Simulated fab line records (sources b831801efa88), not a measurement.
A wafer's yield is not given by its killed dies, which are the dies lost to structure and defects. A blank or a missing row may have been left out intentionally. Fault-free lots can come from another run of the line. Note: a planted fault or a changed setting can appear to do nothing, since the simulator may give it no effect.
8D (eight disciplines) problem report, filled in by code :: flow sky130 :: the parts of the form that need people (team, actions taken, sign-off) are left out

== 1. PROBLEM STATEMENT ==
VT_ADJUST_HVTR_TW at SKY_VT_ADJUST_HVTR_TW_MEAS_11 reads a mean of 198.1 on 3 wafers of 3 lots; wafers without a fault read 211.0 with a standard deviation of 1.6. Measured from the usual mean, that is -8.1 standard deviations.
First observed at day 11 21:04: wafer L648.2, on film metro-02. At this step, 40 wafers from 14 lots have a number in the record. The rule behind "out" and "out of limits": a value lying over 4 standard deviations away from the usual mean. The rest of the wafers with a number are treated as sound.

== 2. WHAT IT IS, WHAT IT ISN'T ==
question: which readings at this step
is: VT_ADJUST_HVTR_TW
is not: -

question: which lots
is: L648, L651, L653
is not: L640, L641, L643, L654, L655, L656, L657, L658, L660, L662, L663

question: which wafers of those lots
is: L648.2, L651.1, L653.2
is not: L648.4, L648.6, L651.6, L653.6

question: read on which gauges
is: film metro-02, film metro-03
is not: film metro-04

question: when
is: from day 11 21:04
is not: up to then (11 sound wafers); but 26 sound wafers of L651, L653, L654, L655, L656, L657, L658, L660, L662, L663 came after

== 3. WHAT RULES OUT EACH SUSPECT ==
Counting: if a tool at a process step up to the reading ran every lot that is out, it stays a suspect. Sound lots after the first of them don't rule it out here, since some wafers of a struck lot are sound.
- the gauge at SKY_VT_ADJUST_HVTR_TW_MEAS_11 has been ruled out. The wafers that are out were read on 2 gauges (film metro-02, film metro-03).
- implanter-01 at SKY_VT_ADJUST_HVTR_IMPLANT_09: kept. It processed each lot that is out (first: L648, day 11 20:49); up to then, its last sound lot is L643 (day 10 10:38). Its own readings are out on those wafers: beam on s, faraday current uA.
The count leaves implanter-01 at SKY_VT_ADJUST_HVTR_IMPLANT_09.

== 4. THE CAUSE (what the simulator had put in) ==
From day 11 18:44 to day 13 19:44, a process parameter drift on implanter-01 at SKY_VT_ADJUST_HVTR_IMPLANT_09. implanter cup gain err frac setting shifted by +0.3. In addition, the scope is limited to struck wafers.
This tool alone remained once counting was done.

== 5. THE EFFECT CHAIN, in route order ==
Each row: a reading whose mean over the struck wafers that have a number lies more than 3 standard deviations from the usual. Readings are gone through only where the record gives a usual standard deviation; hours: the median, over the lots, of the time from a lot's start at the first step in this table giving one to that lot's start at this step; sigmas: the change measured in usual standard deviations.
hours: 0
step: SKY_VT_ADJUST_HVTR_IMPLANT_09
reading: beam on s
usual: 9.99 s
on struck wafers: 7.61
change: -2.38
sigmas: -11

hours: 0
step: SKY_VT_ADJUST_HVTR_IMPLANT_09
reading: faraday current uA
usual: 11.86
on struck wafers: 15.62
change: +3.76
sigmas: +16

hours: 0
step: SKY_VT_ADJUST_HVTR_TW_MEAS_11
reading: VT_ADJUST_HVTR_TW
usual: 211.0
on struck wafers: 198.1
change: -12.9
sigmas: -8.1
The process steps in it:
- SKY_VT_ADJUST_HVTR_IMPLANT_09
Later measuring or inspecting steps at which every struck wafer that the step has a row for has a number for every such reading, and none has moved that far: SKY_VT_ADJUST_PCH_OVL_MEAS_07.

== 6. WHAT WOULD HAVE CAUGHT IT SOONER ==
In this record the first reading out of limits at a measuring or inspecting step was taken at day 11 21:04, 2 hours after the fault began at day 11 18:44.
At SKY_VT_ADJUST_HVTR_IMPLANT_09, the tool's own readings (beam on s, faraday current uA) were out on each struck wafer the step has a row for, so an alarm limit on them would have fired on the first such wafer.
Of the lots that are out (3), L651, L653 began SKY_VT_ADJUST_HVTR_IMPLANT_09 on implanter-01 after day 11 21:04. A hold on the tool at that time would have spared those 2.
